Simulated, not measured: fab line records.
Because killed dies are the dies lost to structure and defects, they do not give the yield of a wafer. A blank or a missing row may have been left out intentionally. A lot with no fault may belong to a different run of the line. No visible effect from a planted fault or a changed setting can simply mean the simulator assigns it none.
Chamber matching    flow gf180mcu    3 sister chambers for GF_V3_CVD_02 on pecvd-01
The step deposits SiO2 from TEOS, target thk 850 nm, time 94.851 s. 6 wafers are shown with their chamber, then 8 later ones without.

## WAFERS PAIRED WITH THEIR CHAMBERS
wafer   chamber  heaterPowerW (W)
L082.5  1        568
L087.3  0        819
L093.2  2        749
L093.4  2        816
L093.5  0        800
L094.1  1        529

## WAFERS WITHOUT THEIR CHAMBER
wafer   heaterPowerW (W)
L094.2  815
L094.6  571
L096.1  502
L096.2  699
L096.3  978
L096.4  797
L096.5  765
L096.6  534

## CHAMBER TAKEN BY EACH
wafer   from the rows above      in truth
L094.2  can't be placed: 0 or 2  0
L094.6  1                        1
L096.1  1                        1
L096.2  can't be placed: 2 or 0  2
L096.3  can't be placed: 0 or 2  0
L096.4  can't be placed: 0 or 2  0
L096.5  can't be placed: 2 or 0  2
L096.6  1                        1
Placed correctly: 3 of 8. From these rows, 5 cannot be placed; in 5 the true chamber is one of the candidates. Wrongly placed: 0.
How it was worked out, from the rows above alone: a wafer's distance from a chamber is the root of the sum, over the readings, of the square of ((its reading less the chamber's mean) divided by the reading's scatter). If the next closest chamber is less than 2 further off than the closest, the wafer can't be placed; otherwise it belongs to the closest. For every chamber, the mean is computed from those of its wafers that are shown. The scatter: the root of (the sum of the squares of (reading less its chamber's mean) over the shown wafers, divided by (wafers less chambers)).
